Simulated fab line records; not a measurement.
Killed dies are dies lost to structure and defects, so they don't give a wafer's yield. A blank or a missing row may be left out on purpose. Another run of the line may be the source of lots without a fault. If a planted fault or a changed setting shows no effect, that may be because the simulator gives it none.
Which tool was responsible? + flow sky130 + Sampling: 14 lots, 42 wafers, 3 of 708 route steps

WHAT EACH GAUGE READ, for each wafer
SKY_FIELD_ISO_CD_MEAS_13: target cd 150 nm.
| lot  | measured    | on        | cd nm (nm)        |
|------|-------------|-----------|-------------------|
| L418 | day 2 03:58 | cd sem-02 | 149.4 148.7 149.4 |
| L420 | day 2 05:38 | cd sem-02 | 149.8 150.9 150.6 |
| L421 | day 2 08:43 | cd sem-01 | 149.7 149.4 151.0 |
| L422 | day 2 11:48 | cd sem-02 | 149.9 149.9 150.5 |
| L423 | day 3 06:43 | cd sem-01 | 148.7 148.6 149.7 |
| L426 | day 3 23:46 | cd sem-01 | 152.3 150.5 152.2 |
| L428 | day 4 08:19 | cd sem-02 | 151.0 151.2 150.7 |
| L431 | day 5 02:31 | cd sem-01 | 151.0 148.4 149.6 |
| L432 | day 5 06:40 | cd sem-02 | 152.5 152.1 152.6 |
| L435 | day 5 22:52 | cd sem-02 | 147.5 148.2 147.1 |
| L436 | day 6 03:49 | cd sem-01 | 150.1 150.5 149.8 |
| L438 | day 6 13:04 | cd sem-01 | 149.2 149.2 149.3 |
| L439 | day 6 18:32 | cd sem-02 | 149.6 148.5 148.3 |
| L440 | day 7 01:10 | cd sem-01 | 149.7 151.2 150.5 |

SKY_FIELD_ISO_THK_MEAS_23.
| lot  | measured    | on            | FIELD_ISO_OXIDATION_01_THK (nm) |
|------|-------------|---------------|---------------------------------|
| L418 | day 2 05:48 | film metro-03 | 10.42 10.33 10.49               |
| L420 | day 2 09:07 | film metro-01 | 9.81 10.09 10.17                |
| L421 | day 2 12:33 | film metro-03 | 10.13 9.83 9.95                 |
| L422 | day 2 15:26 | film metro-01 | 9.99 10.02 10.04                |
| L423 | day 3 10:32 | film metro-01 | 9.73 9.93 9.93                  |
| L426 | day 4 02:13 | film metro-04 | 10.02 9.86 10.07                |
| L428 | day 4 11:43 | film metro-04 | 10.33 10.11 9.94                |
| L431 | day 5 04:40 | film metro-01 | 10.26 10.29 10.14               |
| L432 | day 5 08:31 | film metro-03 | 10.30 10.46 10.27               |
| L435 | day 6 02:49 | film metro-03 | 10.10 10.19 10.08               |
| L436 | day 6 08:41 | film metro-04 | 10.00 9.92 9.88                 |
| L438 | day 6 16:28 | film metro-03 | 10.36 10.27 10.33               |
| L439 | day 7 02:28 | film metro-01 | 9.63 9.51 9.67                  |
| L440 | day 7 08:04 | film metro-03 | 9.88 9.91 9.84                  |

SKY_NWELL_THK_MEAS_02.
| lot  | measured    | on            | NWELL_OXIDATION_THK (nm) |
|------|-------------|---------------|--------------------------|
| L418 | day 2 11:23 | film metro-02 | 10.18 10.07 10.03        |
| L420 | day 2 15:07 | film metro-02 | 10.25 10.09 10.18        |
| L421 | day 2 23:27 | film metro-02 | 10.11 10.06 9.83         |
| L422 | day 3 00:51 | film metro-01 | 9.84 9.97 10.06          |
| L423 | day 3 15:02 | film metro-01 | 9.88 9.86 9.74           |
| L426 | day 4 06:14 | film metro-01 | 10.37 10.32 10.30        |
| L428 | day 4 18:04 | film metro-01 | 9.99 10.10 9.91          |
| L431 | day 5 09:08 | film metro-02 | 10.14 10.08 10.04        |
| L432 | day 5 12:31 | film metro-03 | 9.76 10.00 9.87          |
| L435 | day 6 12:40 | film metro-02 | 10.25 10.34 10.12        |
| L436 | day 6 15:19 | film metro-01 | 10.19 10.10 10.23        |
| L438 | day 7 06:53 | film metro-02 | 9.73 9.67 10.00          |
| L439 | day 7 17:56 | film metro-01 | 10.28 10.22 10.26        |
| L440 | day 7 17:55 | film metro-03 | 9.99 9.99 10.17          |

WHAT TOOL EACH LOT RAN ON (gives the tool, then ch and the chambers of the sampled wafers, and finally the start)
No process step before these readings appears in the record.

WHAT THE TOOLS THEMSELVES READ (means of the sampled wafers that have a number; where no wafer has one, the mark that the record gives instead)
The record holds no such reading with a usual standard deviation.

THE ANSWER, worked out from the rows above alone
Rule: the lots themselves supply what counts as usual. Put in order of their means at a reading, lots are off if they are a third of the lots or fewer, leave a main group of 4 or more, and stand apart from it by a gap of 3 or more times the standard deviation of the main group's means; of several such gaps the widest counts. If all means in a main group match to the digits the tables above print for the reading, that group is not used. A lot without any number at a reading at which 4 lots or more have one is off too. Any other lot the step has rows for is counted as sound. After the gauges, taken in route order, come the tools' own readings; for these a lot's mean is taken, as printed above. At the first step where some lot is off, the reading lying furthest off is the one used; lots without a number count as furthest.
No lot is off on any of the readings shown, so nothing can be concluded from this.

WHAT WAS PUT IN BY THE SIMULATOR
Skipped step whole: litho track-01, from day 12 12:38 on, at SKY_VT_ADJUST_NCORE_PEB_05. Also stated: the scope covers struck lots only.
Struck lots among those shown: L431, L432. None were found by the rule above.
